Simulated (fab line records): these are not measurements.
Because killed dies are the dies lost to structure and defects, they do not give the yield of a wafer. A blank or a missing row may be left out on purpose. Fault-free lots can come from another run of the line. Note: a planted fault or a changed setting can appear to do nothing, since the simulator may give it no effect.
Matching of chambers + flow sky130 + SKY_VIA2_CMP_02 on cmp-01: 4 sister chambers
The step polishes SiO2. 4 wafers are shown with their chamber, then 7 later ones without.

## WAFERS WITH THEIR CHAMBER
| wafer  | chamber | motorCurrentA (A) |
|--------|---------|-------------------|
| L792.2 | 3       | 12.3              |
| L802.6 | 2       | 14.0              |
| L804.2 | 0       | 13.5              |
| L804.4 | 1       | 10.7              |

## WAFERS MISSING THEIR CHAMBER
| wafer  | motorCurrentA (A) |
|--------|-------------------|
| L804.5 | 12.8              |
| L811.4 | 13.9              |
| L811.5 | 14.2              |
| L811.6 | 10.9              |
| L812.1 | 13.5              |
| L812.2 | 12.7              |
| L812.4 | 12.1              |

## EACH ONE'S CHAMBER
| wafer  | from the rows above     | in truth |
|--------|-------------------------|----------|
| L804.5 | can't be placed: 3 or 0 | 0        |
| L811.4 | can't be placed: 2 or 0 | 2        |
| L811.5 | can't be placed: 2 or 0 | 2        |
| L811.6 | 1                       | 1        |
| L812.1 | can't be placed: 0 or 2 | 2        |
| L812.2 | can't be placed: 3 or 0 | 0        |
| L812.4 | 3                       | 3        |
2 of 7 placed correctly. Cannot be placed on the basis of these rows: 5; the candidates contain the true chamber in 5. 0 placed wrongly.
How it was worked out, from the rows above alone: a wafer's distance from a chamber is the root of the sum, over the readings, of the square of ((its reading less the chamber's mean) divided by the reading's scatter). The wafer belongs to the nearest chamber; if the next one is less than 2 further off, it can't be placed. For every chamber, the mean is computed from those of its wafers that are shown. The scatter: root of mean squared gap, hidden wafer to nearest shown wafer, with one shown wafer a chamber.
